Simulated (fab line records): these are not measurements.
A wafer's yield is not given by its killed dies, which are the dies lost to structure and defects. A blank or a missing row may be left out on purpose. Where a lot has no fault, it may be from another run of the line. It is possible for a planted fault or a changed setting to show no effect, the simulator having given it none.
fab line records / flow sfq-line
record lots=15 wafers=45 last-day=90
route steps=325 shown M7@288
lots untouched by any fault: they come from a run of this same line in which no faults occurred
start-h: start of the lot's first displayed wafer, in hours after the record's first day / wait-h: hours from the lot's prior step to this one / " same as the row above / L1.1+2: a single row standing in for several wafers / - no value, or no start was given / * or withheld: withheld / < > ~ a bound
route shown NAME@n: a module of which the file shows steps, and the number in the route of the first / usual: average and standard deviation across the fault-free wafers / same: alike in all rows / chamber/n: place in a boat / sites: per-site readings / _std_site: the values' standard deviation / _edge_site: mean of outer sites minus mean of inner sites / radius-mm: how far each site lies from the wafer's centre / mask NAME#n: copy n / behind: the most recent tool/chamber to have shaped the wafer / hold: why the lot went on hold/how many hours it stayed there/how the hold came to an end / device: whichever transistor did not switch (one of n, p or np) / end of line: tests of these same wafers at the route's end / a step given without rows: its recipe and nothing more / killed: the dies lost at the first sort to structure and to defects; this is not the yield of the wafer / map: shows each die of a wafer: x if killed, . if not, _ if none is there
set.NAME: the setting the step ran with; set.NAME@STEP: the setting that earlier step ran with / model.NAME: the simulator's own value behind a step, which no gauge read
the route's steps for a sample of lots (tables are steps, rows are wafers)
services: when a tool's chamber went out of use (start-h, in hours from the record's first day, below 0 if earlier), for how many hours, and the reason
## steps
# step SFQ_TRILAYER_M7_LITHO_EXPOSE_178
# recipe mask-id=M7 na=0.6 source-shape=conventional sigma-outer=0.65 target-cd-nm=500 dose-mj=14.4
lot.wafer=L504.2+4+5 tool=krf-scanner-02 chamber=0 start-h=1813.93 wait-h=- mask=M7#0
lot.wafer=L505.1+2+3 tool=krf-scanner-02 chamber=0 start-h=1817.70 wait-h=- mask=M7#0
lot.wafer=L506.1+2+3 tool=krf-scanner-02 chamber=0 start-h=1821.30 wait-h=- mask=M7#0
lot.wafer=L507.1+4+5 tool=krf-scanner-01 chamber=0 start-h=1828.49 wait-h=- mask=M7#0
lot.wafer=L508.1+2+6 tool=krf-scanner-01 chamber=0 start-h=1829.69 wait-h=- mask=M7#0
lot.wafer=L509.1+3+4 tool=krf-scanner-01 chamber=0 start-h=1837.77 wait-h=- mask=M7#0
lot.wafer=L510.2+4+5 tool=krf-scanner-01 chamber=0 start-h=1841.57 wait-h=- mask=M7#0
lot.wafer=L511.2+4+5 tool=krf-scanner-01 chamber=0 start-h=1851.35 wait-h=- mask=M7#0
lot.wafer=L512.1+4+6 tool=krf-scanner-01 chamber=0 start-h=1855.86 wait-h=- mask=M7#0
lot.wafer=L516.1+4+6 tool=krf-scanner-02 chamber=0 start-h=1961.61 wait-h=- mask=M7#0
lot.wafer=L517.3+4+6 tool=krf-scanner-02 chamber=0 start-h=1964.41 wait-h=- mask=M7#0
lot.wafer=L518.2+3+5 tool=krf-scanner-02 chamber=0 start-h=1989.96 wait-h=- mask=M7#0
lot.wafer=L519.3+4+5 tool=krf-scanner-02 chamber=0 start-h=2064.56 wait-h=- mask=M7#0
lot.wafer=L520.2+4+6 tool=krf-scanner-02 chamber=0 start-h=2067.96 wait-h=- mask=M7#0
lot.wafer=L521.2+3+4 tool=krf-scanner-02 chamber=0 start-h=2072.76 wait-h=- mask=M7#0
# step SFQ_M7_OVL_MEAS_945
# usual M7_OVL=1/4.6
lot.wafer=L504.2 tool=overlay-02 chamber=- start-h=1815.23 wait-h=0.1 hold=- M7_OVL[nm]=0
lot.wafer=L504.4 tool=overlay-02 chamber=- start-h=1815.23 wait-h=0.1 hold=- M7_OVL[nm]=0
lot.wafer=L504.5 tool=overlay-02 chamber=- start-h=1815.23 wait-h=0.1 hold=- M7_OVL[nm]=-3
lot.wafer=L505.1 tool=overlay-01 chamber=- start-h=1819.20 wait-h=0.1 hold=- M7_OVL[nm]=9
lot.wafer=L505.2 tool=overlay-01 chamber=- start-h=1819.20 wait-h=0.1 hold=- M7_OVL[nm]=5
lot.wafer=L505.3 tool=overlay-01 chamber=- start-h=1819.20 wait-h=0.1 hold=- M7_OVL[nm]=5
lot.wafer=L506.1 tool=overlay-01 chamber=- start-h=1822.80 wait-h=0.1 hold=- M7_OVL[nm]=5
lot.wafer=L506.2 tool=overlay-01 chamber=- start-h=1822.80 wait-h=0.1 hold=- M7_OVL[nm]=-1
lot.wafer=L506.3 tool=overlay-01 chamber=- start-h=1822.80 wait-h=0.1 hold=- M7_OVL[nm]=2
lot.wafer=L507.1 tool=overlay-02 chamber=- start-h=1829.99 wait-h=0.1 hold=- M7_OVL[nm]=4
lot.wafer=L507.4 tool=overlay-02 chamber=- start-h=1829.99 wait-h=0.1 hold=- M7_OVL[nm]=9
lot.wafer=L507.5 tool=overlay-02 chamber=- start-h=1829.99 wait-h=0.1 hold=- M7_OVL[nm]=3
lot.wafer=L508.1 tool=overlay-02 chamber=- start-h=1831.19 wait-h=0.1 hold=- M7_OVL[nm]=1
lot.wafer=L508.2 tool=overlay-02 chamber=- start-h=1831.19 wait-h=0.1 hold=- M7_OVL[nm]=-3
lot.wafer=L508.6 tool=overlay-02 chamber=- start-h=1831.19 wait-h=0.1 hold=- M7_OVL[nm]=2
lot.wafer=L509.1 tool=overlay-01 chamber=- start-h=1839.27 wait-h=0.1 hold=await-dispo/0.2h/release M7_OVL[nm]=58
lot.wafer=L509.3 tool=overlay-01 chamber=- start-h=1839.27 wait-h=0.1 hold=await-dispo/0.2h/release M7_OVL[nm]=65
lot.wafer=L509.4 tool=overlay-01 chamber=- start-h=1839.27 wait-h=0.1 hold=await-dispo/0.2h/release M7_OVL[nm]=61
lot.wafer=L509.1 tool=overlay-01 chamber=- start-h=1839.47 wait-h=0.2 hold=- M7_OVL[nm]=61
lot.wafer=L509.3 tool=overlay-01 chamber=- start-h=1839.47 wait-h=0.2 hold=- M7_OVL[nm]=68
lot.wafer=L509.4 tool=overlay-01 chamber=- start-h=1839.47 wait-h=0.2 hold=- M7_OVL[nm]=65
lot.wafer=L510.2 tool=overlay-01 chamber=- start-h=1842.88 wait-h=0.1 hold=await-dispo/0.2h/release M7_OVL[nm]=64
lot.wafer=L510.4 tool=overlay-01 chamber=- start-h=1842.88 wait-h=0.1 hold=await-dispo/0.2h/release M7_OVL[nm]=67
lot.wafer=L510.5 tool=overlay-01 chamber=- start-h=1842.88 wait-h=0.1 hold=await-dispo/0.2h/release M7_OVL[nm]=57
lot.wafer=L510.2 tool=overlay-01 chamber=- start-h=1843.08 wait-h=0.2 hold=- M7_OVL[nm]=62
lot.wafer=L510.4 tool=overlay-01 chamber=- start-h=1843.08 wait-h=0.2 hold=- M7_OVL[nm]=66
lot.wafer=L510.5 tool=overlay-01 chamber=- start-h=1843.08 wait-h=0.2 hold=- M7_OVL[nm]=66
lot.wafer=L511.2 tool=overlay-01 chamber=- start-h=1852.65 wait-h=0.1 hold=await-dispo/0.2h/release M7_OVL[nm]=63
lot.wafer=L511.4 tool=overlay-01 chamber=- start-h=1852.65 wait-h=0.1 hold=await-dispo/0.2h/release M7_OVL[nm]=70
lot.wafer=L511.5 tool=overlay-01 chamber=- start-h=1852.65 wait-h=0.1 hold=await-dispo/0.2h/release M7_OVL[nm]=63
lot.wafer=L511.2 tool=overlay-01 chamber=- start-h=1852.86 wait-h=0.2 hold=- M7_OVL[nm]=67
lot.wafer=L511.4 tool=overlay-01 chamber=- start-h=1852.86 wait-h=0.2 hold=- M7_OVL[nm]=74
lot.wafer=L511.5 tool=overlay-01 chamber=- start-h=1852.86 wait-h=0.2 hold=- M7_OVL[nm]=67
lot.wafer=L512.1 tool=overlay-01 chamber=- start-h=1857.36 wait-h=0.1 hold=await-dispo/0.2h/release M7_OVL[nm]=65
lot.wafer=L512.4 tool=overlay-01 chamber=- start-h=1857.36 wait-h=0.1 hold=await-dispo/0.2h/release M7_OVL[nm]=72
lot.wafer=L512.6 tool=overlay-01 chamber=- start-h=1857.36 wait-h=0.1 hold=await-dispo/0.2h/release M7_OVL[nm]=64
lot.wafer=L512.1 tool=overlay-01 chamber=- start-h=1857.57 wait-h=0.2 hold=- M7_OVL[nm]=69
lot.wafer=L512.4 tool=overlay-01 chamber=- start-h=1857.57 wait-h=0.2 hold=- M7_OVL[nm]=75
lot.wafer=L512.6 tool=overlay-01 chamber=- start-h=1857.57 wait-h=0.2 hold=- M7_OVL[nm]=68
lot.wafer=L516.1 tool=overlay-01 chamber=- start-h=1963.11 wait-h=0.1 hold=- M7_OVL[nm]=-2
lot.wafer=L516.4 tool=overlay-01 chamber=- start-h=1963.11 wait-h=0.1 hold=- M7_OVL[nm]=2
lot.wafer=L516.6 tool=overlay-01 chamber=- start-h=1963.11 wait-h=0.1 hold=- M7_OVL[nm]=-3
lot.wafer=L517.3 tool=overlay-01 chamber=- start-h=1965.52 wait-h=0.1 hold=- M7_OVL[nm]=5
lot.wafer=L517.4 tool=overlay-01 chamber=- start-h=1965.52 wait-h=0.1 hold=- M7_OVL[nm]=10
lot.wafer=L517.6 tool=overlay-01 chamber=- start-h=1965.52 wait-h=0.1 hold=- M7_OVL[nm]=15
lot.wafer=L518.2 tool=overlay-02 chamber=- start-h=1991.26 wait-h=0.1 hold=- M7_OVL[nm]=-1
lot.wafer=L518.3 tool=overlay-02 chamber=- start-h=1991.26 wait-h=0.1 hold=- M7_OVL[nm]=-4
lot.wafer=L518.5 tool=overlay-02 chamber=- start-h=1991.26 wait-h=0.1 hold=- M7_OVL[nm]=3
lot.wafer=L519.3 tool=overlay-01 chamber=- start-h=2065.67 wait-h=0.1 hold=- M7_OVL[nm]=3
lot.wafer=L519.4 tool=overlay-01 chamber=- start-h=2065.67 wait-h=0.1 hold=- M7_OVL[nm]=-3
lot.wafer=L519.5 tool=overlay-01 chamber=- start-h=2065.67 wait-h=0.1 hold=- M7_OVL[nm]=-1
lot.wafer=L520.2 tool=overlay-01 chamber=- start-h=2069.26 wait-h=0.1 hold=- M7_OVL[nm]=3
lot.wafer=L520.4 tool=overlay-01 chamber=- start-h=2069.26 wait-h=0.1 hold=- M7_OVL[nm]=2
lot.wafer=L520.6 tool=overlay-01 chamber=- start-h=2069.26 wait-h=0.1 hold=- M7_OVL[nm]=0
lot.wafer=L521.2 tool=overlay-02 chamber=- start-h=2074.06 wait-h=0.1 hold=- M7_OVL[nm]=-7
lot.wafer=L521.3 tool=overlay-02 chamber=- start-h=2074.06 wait-h=0.1 hold=- M7_OVL[nm]=-6
lot.wafer=L521.4 tool=overlay-02 chamber=- start-h=2074.06 wait-h=0.1 hold=- M7_OVL[nm]=-3
## services
tool=krf-scanner-01 chamber=- start-h=1808.38 hours=2.2 kind=repair
tool=krf-scanner-02 chamber=- start-h=1811.40 hours=1.0 kind=pm
tool=krf-scanner-02 chamber=- start-h=1814.93 hours=0.8 kind=pm
tool=krf-scanner-01 chamber=- start-h=1821.39 hours=1.3 kind=pm
tool=krf-scanner-01 chamber=- start-h=1825.09 hours=1.0 kind=pm
tool=krf-scanner-02 chamber=- start-h=1871.43 hours=0.3 kind=repair
tool=krf-scanner-02 chamber=- start-h=1874.22 hours=0.6 kind=repair
tool=krf-scanner-02 chamber=- start-h=1886.10 hours=4.0 kind=pm
tool=krf-scanner-02 chamber=- start-h=1903.33 hours=1.3 kind=pm
tool=krf-scanner-02 chamber=- start-h=1949.61 hours=7.2 kind=pm
tool=krf-scanner-02 chamber=- start-h=1979.61 hours=1.0 kind=pm
tool=krf-scanner-02 chamber=- start-h=1983.01 hours=0.8 kind=pm
tool=krf-scanner-01 chamber=- start-h=1993.95 hours=1.0 kind=pm
tool=krf-scanner-01 chamber=- start-h=1996.15 hours=11.6 kind=pm
tool=krf-scanner-01 chamber=- start-h=2007.70 hours=1.3 kind=pm
tool=krf-scanner-01 chamber=- start-h=2032.04 hours=0.8 kind=pm
tool=krf-scanner-01 chamber=- start-h=2060.15 hours=0.4 kind=repair
## key
first-sign step=SFQ_M7_OVL_MEAS_945 reading=visit direction=added
effect step=SFQ_M7_OVL_MEAS_945 reading=M7_OVL direction=up sigmas=14 usual=1 struck=64
met-at SFQ_TRILAYER_M7_LITHO_EXPOSE_178
struck-lots L509,L510,L511,L512
onset-between 1829.69 1837.77
fault kind=scanner-matching-overlay tool=krf-scanner-01 chamber=- onset-h=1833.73 steps=SFQ_TRILAYER_M7_LITHO_EXPOSE_178 offset=64.79
